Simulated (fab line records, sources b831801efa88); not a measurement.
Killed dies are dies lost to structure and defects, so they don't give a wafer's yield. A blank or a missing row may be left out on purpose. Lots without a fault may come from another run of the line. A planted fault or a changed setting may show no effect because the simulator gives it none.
Tool commonality check | flow sky130 | 12 lots, 36 wafers sampled

WHY IT WAS OPENED
At SKY_SD_P_TW_MEAS_11 the reading SD_P_TW is flagged on 1 of 12 lots. Wafers without a fault read 2834, standard deviation 58.
Rule: a lot is flagged when every wafer of it that has a number lies more than 4 standard deviations from that mean, or none has a number. The other lots count as sound.

lot  | measured     | on            | SD_P_TW, wafer by wafer | flag
L508 | day 26 02:08 | film_metro-02 | 2923 2937 2931          |
L509 | day 26 04:16 | film_metro-03 | 2802 2807 2798          |
L510 | day 26 17:05 | film_metro-03 | 2808 2824 2817          |
L512 | day 27 23:25 | film_metro-01 | 2808 2805 2800          |
L513 | day 28 02:32 | film_metro-03 | 2767 2775 2765          |
L517 | day 29 19:39 | film_metro-02 | 31 31 31                | FLAGGED
L519 | day 30 10:50 | film_metro-02 | 2900 2905 2893          |
L525 | day 31 22:41 | film_metro-03 | 2754 2771 2776          |
L526 | day 32 06:40 | film_metro-01 | 2799 2803 2800          |
L527 | day 32 12:27 | film_metro-02 | 2903 2908 2911          |
L528 | day 32 13:40 | film_metro-03 | 2793 2781 2774          |
L529 | day 33 03:19 | film_metro-02 | 2879 2892 2884          |
The numbers of the flagged lots are 31 on average: -2803 against the usual, or -48 standard deviations.

WHICH TOOL RAN EACH LOT
The record holds 1 process step before the reading, out of a route of 708 steps. In each cell: the tool, then ch and the chambers that the sampled wafers went through, then the start.
lot  | flag    | SKY_SD_P_EXPOSE_04
L508 |         | iline_stepper-01 ch 0, day 25 11:13
L509 |         | iline_stepper-02 ch 0, day 25 13:15
L510 |         | iline_stepper-01 ch 0, day 26 03:08
L512 |         | iline_stepper-01 ch 0, day 27 09:56
L513 |         | iline_stepper-02 ch 0, day 27 12:37
L517 | FLAGGED | iline_stepper-02 ch 0, day 29 05:34
L519 |         | iline_stepper-02 ch 0, day 29 20:38
L525 |         | iline_stepper-01 ch 0, day 31 08:37
L526 |         | iline_stepper-02 ch 0, day 31 16:48
L527 |         | iline_stepper-02 ch 0, day 31 23:24
L528 |         | iline_stepper-01 ch 0, day 32 00:25
L529 |         | iline_stepper-02 ch 0, day 32 13:15
What these steps do:
- SKY_SD_P_EXPOSE_04: exposes mask PSDM, target cd 380 nm.
- SKY_SD_P_TW_MEAS_11

FLAGGED OVER TOTAL, TOOL BY TOOL (the gauges that took the reading come last)
step                | tool             | lots run | flagged | share of the flagged lots | sound lots run after its first flagged lot
SKY_SD_P_EXPOSE_04  | iline_stepper-01 | 5        | 0       | none                      | -
SKY_SD_P_EXPOSE_04  | iline_stepper-02 | 7        | 1       | all                       | 4 (L519,L526,L527,L529)
SKY_SD_P_TW_MEAS_11 | film_metro-01    | 2        | 0       | none                      | -
SKY_SD_P_TW_MEAS_11 | film_metro-02    | 5        | 1       | all                       | 3 (L519,L527,L529)
SKY_SD_P_TW_MEAS_11 | film_metro-03    | 5        | 0       | none                      | -

WHAT THE TABLE ALLOWS
2 rows of the table ran every flagged lot: iline_stepper-02 at SKY_SD_P_EXPOSE_04, film_metro-02 at SKY_SD_P_TW_MEAS_11.
- iline_stepper-02 at SKY_SD_P_EXPOSE_04: 1 of its 7 lots flagged. Sound lots ran on it after the first flagged one (L519, L526, L527, L529), which a lasting fault on the whole tool wouldn't allow.
- film_metro-02 at SKY_SD_P_TW_MEAS_11: 1 of its 5 lots flagged. Sound lots ran on it after the first flagged one (L519, L527, L529), which a lasting fault on the whole tool wouldn't allow.
No row of the table ran every flagged lot and no sound lot after the first.

WHAT THE SIMULATOR HAD PUT IN
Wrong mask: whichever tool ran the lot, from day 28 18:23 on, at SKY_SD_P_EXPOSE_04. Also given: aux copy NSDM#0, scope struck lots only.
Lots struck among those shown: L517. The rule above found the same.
